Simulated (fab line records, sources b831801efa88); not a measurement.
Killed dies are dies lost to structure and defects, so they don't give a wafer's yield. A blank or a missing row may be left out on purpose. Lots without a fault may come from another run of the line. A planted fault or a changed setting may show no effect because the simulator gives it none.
Which tool did it? | flow sky130 | 11 lots, 33 wafers sampled, at 4 steps of a route of 708

WHAT THE GAUGES READ, wafer by wafer
SKY_LDD_P_TW_MEAS_11. Usual: LDD_P_TW 635, standard deviation 5.1.
lot  | measured     | on            | LDD_P_TW    | flag
L175 | day 19 20:31 | film_metro-04 | 642 643 641 |
L178 | day 20 19:34 | film_metro-04 | 645 640 640 |
L179 | day 22 00:22 | film_metro-04 | 634 638 635 |
L180 | day 22 01:50 | film_metro-04 | 634 635 635 |
L181 | day 22 07:19 | film_metro-03 | 628 628 628 |
L182 | day 22 12:26 | film_metro-03 | 625 624 627 |
L185 | day 23 16:51 | film_metro-02 | 630 632 631 |
L193 | day 26 08:50 | film_metro-02 | 597 601 597 | OFF
L194 | day 26 12:45 | film_metro-02 | 641 639 646 |
L195 | day 26 18:43 | film_metro-03 | 588 587 587 | OFF
L196 | day 27 00:07 | film_metro-03 | 631 629 627 |

WHICH TOOL RAN EACH LOT (tool, then ch and the chambers of the sampled wafers, then the start)
lot  | SKY_VT_ADJUST_NCORE_STRIP_10         | SKY_VT_ADJUST_PCH_STRIP_09           | SKY_LDD_P_IMPLANT_09
L175 | plasma_asher-01 ch 0,1, day 9 02:42  | plasma_asher-03 ch 0,1, day 10 23:08 | implanter-03 ch 0, day 19 20:16
L178 | plasma_asher-01 ch 0,1, day 10 01:41 | plasma_asher-02 ch 0,1, day 11 23:14 | implanter-03 ch 0, day 20 19:21
L179 | plasma_asher-03 ch 0,1, day 10 10:19 | plasma_asher-04 ch 0,1, day 12 08:53 | implanter-01 ch 0, day 22 00:07
L180 | plasma_asher-02 ch 0,1, day 10 16:25 | plasma_asher-03 ch 0,1, day 12 15:35 | implanter-03 ch 0, day 22 01:36
L181 | plasma_asher-02 ch 0,1, day 10 22:07 | plasma_asher-04 ch 0,1, day 12 21:59 | implanter-03 ch 0, day 22 07:05
L182 | plasma_asher-02 ch 0,1, day 11 03:17 | plasma_asher-03 ch 0,1, day 13 03:37 | implanter-01 ch 0, day 22 12:13
L185 | plasma_asher-03 ch 1, day 12 04:45   | plasma_asher-04 ch 1, day 14 07:17   | implanter-01 ch 0, day 23 16:36
L193 | plasma_asher-03 ch 0,1, day 14 13:24 | plasma_asher-04 ch 0,1, day 16 20:09 | implanter-01 ch 0, day 26 08:36
L194 | plasma_asher-03 ch 0,1, day 14 17:45 | plasma_asher-03 ch 1, day 17 00:53   | implanter-02 ch 0, day 26 12:30
L195 | plasma_asher-02 ch 0,1, day 15 01:39 | plasma_asher-02 ch 0,1, day 17 09:59 | implanter-01 ch 0, day 26 18:28
L196 | plasma_asher-01 ch 0,1, day 15 07:27 | plasma_asher-02 ch 0,1, day 17 14:59 | implanter-03 ch 0, day 26 23:52
- SKY_VT_ADJUST_NCORE_STRIP_10: strips in O2/N2.
- SKY_VT_ADJUST_PCH_STRIP_09: strips in O2/N2.
- SKY_LDD_P_IMPLANT_09

WHAT THE TOOLS THEMSELVES READ (means of the sampled wafers that have a number; where no wafer has one, the mark that the record gives instead)
SKY_VT_ADJUST_NCORE_STRIP_10. Usual: drypump_motor_current_A 5.6 A, standard deviation 0.39; oes_product_au 0.716 a.u., standard deviation 0.0047; strip_time_to_endpoint_s 14.16 s, standard deviation 0.043.
lot  | tool            | drypump_motor_current_A (A) | oes_product_au (a.u.) | strip_time_to_endpoint_s (s) | flag
L175 | plasma_asher-01 | 5.5                         | 0.707                 | 14.15                        |
L178 | plasma_asher-01 | 5.5                         | 0.716                 | 14.18                        |
L179 | plasma_asher-03 | 5.8                         | 0.716                 | 14.19                        |
L180 | plasma_asher-02 | 5.5                         | 0.717                 | 14.15                        |
L181 | plasma_asher-02 | 5.4                         | 0.717                 | 14.18                        |
L182 | plasma_asher-02 | 5.5                         | 0.716                 | 14.16                        |
L185 | plasma_asher-03 | 5.6                         | 0.719                 | 14.06                        |
L193 | plasma_asher-03 | 5.7                         | 0.718                 | 14.10                        |
L194 | plasma_asher-03 | 5.7                         | 0.714                 | 14.11                        |
L195 | plasma_asher-02 | 5.5                         | 0.719                 | 14.21                        |
L196 | plasma_asher-01 | 5.5                         | 0.716                 | 14.18                        |

SKY_VT_ADJUST_PCH_STRIP_09. Usual: drypump_motor_current_A 5.5 A, standard deviation 0.4; oes_product_au 0.723 a.u., standard deviation 0.0048; strip_time_to_endpoint_s 36.93 s, standard deviation 0.11.
lot  | tool            | drypump_motor_current_A (A) | oes_product_au (a.u.) | strip_time_to_endpoint_s (s) | flag
L175 | plasma_asher-03 | 5.7                         | 0.722                 | 36.93                        |
L178 | plasma_asher-02 | 5.4                         | 0.723                 | 36.97                        |
L179 | plasma_asher-04 | 5.2                         | 0.721                 | 36.79                        |
L180 | plasma_asher-03 | 5.8                         | 0.727                 | 36.84                        |
L181 | plasma_asher-04 | 5.4                         | 0.727                 | 37.01                        |
L182 | plasma_asher-03 | 5.7                         | 0.725                 | 36.82                        |
L185 | plasma_asher-04 | 5.0                         | 0.722                 | 37.16                        |
L193 | plasma_asher-04 | 5.2                         | 0.722                 | 36.96                        |
L194 | plasma_asher-03 | 5.6                         | 0.723                 | 36.87                        |
L195 | plasma_asher-02 | 5.5                         | 0.721                 | 37.09                        |
L196 | plasma_asher-02 | 5.1                         | 0.715                 | 36.94                        |

SKY_LDD_P_IMPLANT_09. Usual: beam_on_s 9.99 s, standard deviation 0.2; end_station_pressure_torr 5.05e-06 Torr, standard deviation 3e-07; faraday_current_uA 56.5, standard deviation 1.1.
lot  | tool         | beam_on_s (s) | end_station_pressure_torr (Torr) | faraday_current_uA | flag
L175 | implanter-03 | 9.89          | 5.05e-06                         | 57.0               |
L178 | implanter-03 | 9.98          | 5.22e-06                         | 56.6               |
L179 | implanter-01 | 10.17         | 5.10e-06                         | 55.5               |
L180 | implanter-03 | 10.11         | 5.10e-06                         | 55.6               |
L181 | implanter-03 | 9.94          | 5.43e-06                         | 56.7               |
L182 | implanter-01 | 10.08         | 5.36e-06                         | 55.8               |
L185 | implanter-01 | 9.93          | 5.70e-06                         | 57.0               |
L193 | implanter-01 | 7.82          | 5.04e-06                         | 72.1               | OFF
L194 | implanter-02 | 9.92          | 5.13e-06                         | 56.8               |
L195 | implanter-01 | 7.90          | 5.09e-06                         | 71.1               | OFF
L196 | implanter-03 | 9.94          | 4.89e-06                         | 56.8               |

THE ANSWER, worked out from the rows above alone
Rule: a lot is off if the mean of its wafers that have a number lies more than 3 standard deviations from the usual mean. A lot without any number at a reading at which 4 lots or more have one is off too. The other lots that the step has rows for count as sound. The gauges are gone through in route order, then the tools' own readings, and for those a lot's mean is taken as printed above. The first step at which some lot is off is used, and at that step the reading that is off furthest; a lot without a number counts as furthest.
Off: L193, L195, at SKY_LDD_P_TW_MEAS_11 (LDD_P_TW).
A tool fits if, at a process step before that reading, it ran every lot that is off, and no sound lot after the first of them. The gauges at SKY_LDD_P_TW_MEAS_11 aren't tried: what is off there is off at SKY_LDD_P_IMPLANT_09 too, on other tools, and a gauge's error can't cause that. One fits: implanter-01 at SKY_LDD_P_IMPLANT_09. Its last sound lot is L185 (day 23 16:36), its first lot that is off L193 (day 26 08:36): a fault that began between those two fits.
The tool's own readings at SKY_LDD_P_IMPLANT_09 bear it out: on the lots that are off they differ by more than 5 times the standard deviation of the sound lots' means. beam_on_s reads 7.86 s there against 10.00 s on the sound lots; faraday_current_uA reads 71.6 there against 56.4 on the sound lots.

WHAT THE SIMULATOR HAD PUT IN
Process parameter drift: implanter-01, from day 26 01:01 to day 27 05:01, at SKY_LDD_P_IMPLANT_09. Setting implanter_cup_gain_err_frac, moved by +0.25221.
Lots struck among those shown: L193, L195. The rule above found the same.
